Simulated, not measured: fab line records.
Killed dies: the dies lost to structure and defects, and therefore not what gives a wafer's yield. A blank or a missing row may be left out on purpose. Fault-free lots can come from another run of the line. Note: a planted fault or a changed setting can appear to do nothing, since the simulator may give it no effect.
fab line records -- flow sfqLine -- part 2 of 2: steps 29 to 40 of 40
[record] lots = 5, wafers = 15, lastDay = 95
route steps=325 shown M3@131 I3@133 M4@148 I4@163
lots that met no fault: from a run of the same line without faults
startH: hours from the record's opening day to when the first of the lot's shown wafers began -- waitH: how many hours have passed since the lot's step before this one -- " as in the row above -- L1.1+2: a row that stands for several wafers -- - no value, or no start was given -- * or withheld: withheld -- < > ~ a bound
route shown NAME@n: a module of which the file shows steps, and the number in the route of the first -- usual: the fault-free wafers' mean and standard deviation -- same: alike in all rows -- chamber/n: place in a boat -- sites: the reading at each site -- _std_site: standard deviation across them -- _edge_site: mean of outer sites minus mean of inner sites -- radiusMm: for every site, how far away it sits from the centre of the wafer -- mask NAME#n: copy n -- behind: the tool/chamber that last shaped the wafer -- hold: why the lot was held/for how many hours/how that ended -- device: names the non-switching transistor (n, p or np) -- end of line: tests run on the same wafers once the route is complete -- where a step has no rows: the recipe by itself -- killed: not the wafer's yield, but the dies lost to structure and defects at the first sort -- map: a wafer's dies, x killed, . not, _ none there
set.NAME: the setting as run; set.NAME@STEP: as run at that earlier step -- model.NAME: the simulator's own value behind a step, which no gauge read
lots at selected steps of the route; one table per step, one row per wafer
services: when a tool's chamber went out of use (startH, in hours from the record's first day, below 0 if earlier), for how many hours, and the reason
[[steps]]
[step SFQ_TRILAYER_M4_ETCH_METAL_ETCH_096]
[recipe] target = Nb, stopOn = SiO2, maskMaterial = PR, chemistry = Cl2/Ar, targetDepthNm = 240, icpW = 600, biasW = 80, pressureMtorr = 10, timeS = 120
[usual] drypumpMotorCurrentA = 5.8/0.41, oesProductAu = 0.895/0.0083
lot.wafer,tool,chamber,startH,waitH,drypumpMotorCurrentA,oesProductAu,rfHoursCounterH
L087.2,rieMetal-02,0,1312.10,0.0,5.4,0.895,28
L087.5,rieMetal-02,0,1312.10,0.0,5.4,0.901,-
L087.6,rieMetal-02,1,1312.10,0.0,6.2,0.894,-
L092.2,rieMetal-02,0,1322.90,0.0,5.4,0.886,30
L092.3,rieMetal-02,1,1322.90,0.0,6.2,0.892,-
L092.4,rieMetal-02,0,1322.90,0.0,5.4,0.894,-
L093.3,rieMetal-02,0,1325.34,0.1,5.4,0.907,-
L093.4,rieMetal-02,1,1325.34,0.1,6.2,0.910,-
L093.6,rieMetal-02,1,1325.34,0.1,6.2,0.913,-
L094.1,rieMetal-03,0,1326.50,0.0,5.4,0.890,14
L094.3,rieMetal-03,1,1326.50,0.0,5.3,0.894,-
L094.5,rieMetal-03,1,1326.50,0.0,5.3,0.905,-
L096.1,rieMetal-04,1,1349.30,0.0,6.1,0.907,78
L096.2,rieMetal-04,0,1349.30,0.0,6.2,0.898,46
L096.5,rieMetal-04,0,1349.30,0.0,6.2,0.899,-
[step SFQ_TRILAYER_M4_STRIP_STRIP_097]
[recipe] gas = O2, powerW = 200, platenTempC = 40, overashFraction = 0.65, chemistry = O2, pressureMtorr = 50
[usual] drypumpMotorCurrentA = 5.8/0.41, oesProductAu = 1.004/0.0067
lot.wafer,tool,chamber,startH,waitH,drypumpMotorCurrentA,oesProductAu,rfHoursCounterH
L087.2,rieMetal-02,0,1312.23,0.1,5.4,0.995,28
L087.5,rieMetal-02,0,1312.23,0.1,5.4,1.008,-
L087.6,rieMetal-02,1,1312.23,0.1,6.3,0.999,-
L092.2,rieMetal-02,0,1323.03,0.1,5.4,1.000,30
L092.3,rieMetal-02,1,1323.03,0.1,6.2,1.013,-
L092.4,rieMetal-02,0,1323.03,0.1,5.4,0.997,-
L093.3,rieMetal-02,0,1325.63,0.2,5.4,1.006,-
L093.4,rieMetal-02,1,1325.63,0.2,6.2,0.993,-
L093.6,rieMetal-02,1,1325.63,0.2,6.2,1.007,-
L094.1,rieMetal-03,0,1326.63,0.1,5.3,1.002,14
L094.3,rieMetal-03,1,1326.63,0.1,5.3,0.999,-
L094.5,rieMetal-03,1,1326.63,0.1,5.3,1.001,-
L096.1,rieMetal-04,1,1349.43,0.1,6.0,1.013,78
L096.2,rieMetal-04,0,1349.43,0.1,6.2,0.996,46
L096.5,rieMetal-04,0,1349.43,0.1,6.2,1.006,-
[step SFQ_TRILAYER_M4_STRIP_SOLV_CLEAN_098]
[recipe] chemistry = NMP, tempC = 70, timeS = 600
lot.wafer,tool,chamber,startH,waitH
L087.2+5+6,wetBench-04,"3,0,5",1312.83,0.4
L092.2+3+4,wetBench-02,"6,4,2",1323.63,0.4
L093.3+4+6,wetBench-02,"7,0,6",1326.03,0.2
L094.1+3+5,wetBench-04,"2,4,5",1327.23,0.4
L096.1+2+5,wetBench-04,"6,4,7",1350.03,0.4
[step SFQ_TRILAYER_I4_DEP_PECVD_099]
[recipe] material = SiO2, tempC = 150, timeS = 111.11, pressureTorr = 2.4, rfW = 183.3, precursor = SiH4/N2O, targetThkNm = 500
[usual] heaterPowerOuterW = 27/8.2, heaterPowerW = 78/12, throttleValvePct = 25.2/0.86
lot.wafer,tool,chamber,startH,waitH,heaterPowerOuterW,heaterPowerW,throttleValvePct
L087.2,pecvd-01,0,1313.00,0.0,15,69,26.6
L087.5,pecvd-01,2,1313.00,0.0,32,87,25.5
L087.6,pecvd-01,1,1313.00,0.0,22,77,23.7
L092.2,pecvd-01,0,1323.82,0.0,18,73,26.6
L092.3,pecvd-01,2,1323.82,0.0,31,82,25.3
L092.4,pecvd-01,2,1323.82,0.0,32,88,25.3
L093.3,pecvd-04,2,1326.22,0.0,16,64,25.3
L093.4,pecvd-04,1,1326.22,0.0,37,94,24.9
L093.6,pecvd-04,2,1326.22,0.0,19,68,25.2
L094.1,pecvd-01,2,1327.42,0.0,31,82,25.5
L094.3,pecvd-01,0,1327.42,0.0,15,71,26.7
L094.5,pecvd-01,2,1327.42,0.0,33,87,25.5
L096.1,pecvd-04,1,1350.20,0.0,38,92,25.0
L096.2,pecvd-04,0,1350.20,0.0,38,86,25.5
L096.5,pecvd-04,2,1350.20,0.0,13,60,25.5
[step SFQ_TRILAYER_I4_CMP_CMP_100]
[recipe] material = SiO2, downForcePsi = 3, platenRpm = 60, padVelocityMS = 0.94248
[usual] motorCurrentA = 10.0/1.1, timeToEndpointS = 217/8.4
lot.wafer,tool,chamber,startH,waitH,motorCurrentA,timeToEndpointS
L087.2,cmp-01,1,1332.22,19.2,10.8,212
L087.6,cmp-01,1,1334.22,21.1,10.9,225
L087.5,cmp-01,2,1334.22,21.1,10.1,211
L092.2,cmp-02,3,1342.15,18.3,11.3,204
L092.3,cmp-02,0,1342.15,18.3,10.1,217
L092.4,cmp-02,2,1343.65,19.8,9.1,225
L093.3,cmp-01,2,1344.72,18.5,10.1,206
L093.4,cmp-01,3,1344.72,18.5,9.1,215
L093.6,cmp-01,2,1346.72,20.4,9.7,202
L094.3,cmp-02,1,1346.15,18.7,8.7,200
L094.1,cmp-02,2,1346.15,18.7,8.6,210
L094.5,cmp-02,3,1346.15,18.7,11.9,213
L096.2,cmp-01,2,1355.51,5.3,9.5,204
L096.1,cmp-01,3,1355.51,5.3,9.6,206
L096.5,cmp-01,1,1357.01,6.7,10.9,218
[step SFQ_I4_BOW_MEAS_927]
[recipe] mode = bow
[usual] I4_BOW = 4/10
lot.wafer,tool,chamber,startH,waitH,I4_BOW[um]
L087.2,filmMetro-04,-,1335.24,2.5,5
L087.5,filmMetro-04,-,1335.24,2.5,-2
L087.6,filmMetro-04,-,1335.24,2.5,6
L092.2,filmMetro-04,-,1345.17,2.5,1
L092.3,filmMetro-04,-,1345.17,2.5,9
L092.4,filmMetro-04,-,1345.17,2.5,22
L093.3,filmMetro-01,-,1347.26,2.0,-1
L093.4,filmMetro-01,-,1347.26,2.0,12
L093.6,filmMetro-01,-,1347.26,2.0,18
L094.1,filmMetro-04,-,1348.15,1.0,7
L094.3,filmMetro-04,-,1348.15,1.0,-4
L094.5,filmMetro-04,-,1348.15,1.0,7
L096.1,filmMetro-03,-,1357.51,1.0,-17
L096.2,filmMetro-03,-,1357.51,1.0,-4
L096.5,filmMetro-03,-,1357.51,1.0,-11
[step SFQ_TRILAYER_I4_METRO_MEASURE_101]
[usual] thkNm = 200.2/1.2
lot.wafer,tool,chamber,startH,waitH,thkNm
L087.2,filmMetro-04,-,1335.54,0.3,200.9
L087.5,filmMetro-04,-,1335.54,0.3,197.2
L087.6,filmMetro-04,-,1335.54,0.3,199.2
L092.2,filmMetro-04,-,1345.47,0.3,199.0
L092.3,filmMetro-04,-,1345.47,0.3,201.8
L092.4,filmMetro-04,-,1345.47,0.3,200.9
L093.3,filmMetro-01,-,1347.74,0.5,198.8
L093.4,filmMetro-01,-,1347.74,0.5,199.9
L093.6,filmMetro-01,-,1347.74,0.5,200.2
L094.1,filmMetro-04,-,1348.27,0.1,200.2
L094.3,filmMetro-04,-,1348.27,0.1,198.4
L094.5,filmMetro-04,-,1348.27,0.1,199.6
L096.1,filmMetro-03,-,1357.63,0.1,200.9
L096.2,filmMetro-03,-,1357.63,0.1,198.7
L096.5,filmMetro-03,-,1357.63,0.1,201.6
[step SFQ_TRILAYER_I4_VIA_LITHO_COAT_108]
[recipe] resist = BARC, spinRpm = 3000, resistThkNm = 62
lot.wafer,tool,chamber,startH,waitH
L087.2+5+6,lithoTrack-01,0,1336.59,0.8
L092.2+3+4,lithoTrack-03,0,1346.52,0.8
L093.3+4+6,lithoTrack-02,0,1348.64,0.7
L094.1+3+5,lithoTrack-03,0,1349.47,1.0
L096.1+2+5,lithoTrack-02,0,1358.83,1.0
[step SFQ_TRILAYER_I4_VIA_LITHO_COAT_103]
[recipe] resist = KrF, spinRpm = 3000, resistThkNm = 650
lot.wafer,tool,chamber,startH,waitH
L087.2+5+6,lithoTrack-01,0,1336.89,0.2
L092.2+3+4,lithoTrack-03,0,1346.82,0.2
L093.3+4+6,lithoTrack-02,0,1348.94,0.2
L094.1+3+5,lithoTrack-03,0,1349.77,0.2
L096.1+2+5,lithoTrack-02,0,1359.13,0.2
[step SFQ_TRILAYER_I4_VIA_LITHO_SOFTBAKE_107]
[recipe] tempC = withheld, timeS = withheld, resist = KrF
lot.wafer,tool,chamber,startH,waitH
L087.2+5+6,lithoTrack-01,0,1337.16,0.2
L092.2+3+4,lithoTrack-03,0,1347.10,0.2
L093.3+4+6,lithoTrack-02,0,1349.19,0.2
L094.1+3+5,lithoTrack-03,0,1350.07,0.2
L096.1+2+5,lithoTrack-02,0,1359.43,0.2
[step SFQ_TRILAYER_I4_VIA_LITHO_EXPOSE_104]
[recipe] maskId = I4, na = 0.6, sourceShape = conventional, sigmaOuter = 0.65, targetCdNm = 700, doseMj = 21.3
[usual] exposureDoseMJCm2 = 21.301/0.024
[same] sigmaOuter = 0.65
lot.wafer,tool,chamber,startH,waitH,mask,exposureDoseMJCm2
L087.2,krfScanner-02,0,1345.13,-,I4#0,21.267
L087.5,krfScanner-02,0,1345.13,-,I4#0,21.270
L087.6,krfScanner-02,0,1345.13,-,I4#0,21.240
L092.2,krfScanner-01,0,1475.61,-,I4#0,21.264
L092.3,krfScanner-01,0,1475.61,-,I4#0,21.278
L092.4,krfScanner-01,0,1475.61,-,I4#0,21.276
L093.3,krfScanner-01,0,1479.41,-,I4#0,21.321
L093.4,krfScanner-01,0,1479.41,-,I4#0,21.298
L093.6,krfScanner-01,0,1479.41,-,I4#0,21.298
L094.1,krfScanner-01,0,1481.41,-,I4#0,21.310
L094.3,krfScanner-01,0,1481.41,-,I4#0,21.294
L094.5,krfScanner-01,0,1481.41,-,I4#0,21.302
L096.1,krfScanner-01,0,1500.61,-,I4#0,21.319
L096.2,krfScanner-01,0,1500.61,-,I4#0,21.314
L096.5,krfScanner-01,0,1500.61,-,I4#0,21.340
[step SFQ_TRILAYER_I4_VIA_LITHO_PEB_106]
[recipe] pebTempC = 115, pebTimeS = 60, resist = KrF
[same] pebTimeS = 60
lot.wafer,tool,chamber,startH,waitH
L087.2+5+6,lithoTrack-02,0,1346.16,0.8
L092.2+3+4,lithoTrack-01,0,1476.63,0.8
L093.3+4+6,lithoTrack-02,0,1480.26,0.7
L094.1+3+5,lithoTrack-02,0,1482.61,1.0
L096.1+2+5,lithoTrack-01,0,1501.81,1.0
[[services]]
tool,chamber,startH,hours,kind
krfScanner-01,-,1001.19,1.3,pm
cmp-01,-,1002.04,1.1,repair
rieMetal-04,-,1006.30,28.1,pm
filmMetro-04,-,1025.85,6.3,repair
krfScanner-01,-,1044.49,1.0,pm
rieMetal-04,-,1050.96,1.0,repair
rieMetal-02,-,1053.90,2.8,pm
rieMetal-04,0,1059.79,4.8,repair
krfScanner-01,-,1059.89,4.4,pm
cmp-02,-,1064.43,7.6,pm
rieMetal-02,-,1083.31,0.3,repair
krfScanner-01,-,1117.74,0.8,pm
krfScanner-01,-,1176.54,1.3,pm
krfScanner-01,-,1183.93,0.8,repair
krfScanner-01,-,1212.79,1.0,pm
krfScanner-01,-,1236.19,1.8,repair
krfScanner-01,-,1260.85,0.9,repair
rieMetal-02,-,1337.81,0.5,repair
wetBench-04,-,1342.84,0.8,repair
rieMetal-03,0,1348.04,5.8,repair
krfScanner-01,-,1352.50,1.3,pm
krfScanner-01,-,1381.81,1.0,pm
krfScanner-01,-,1464.51,0.8,pm
krfScanner-01,-,1465.26,4.0,pm
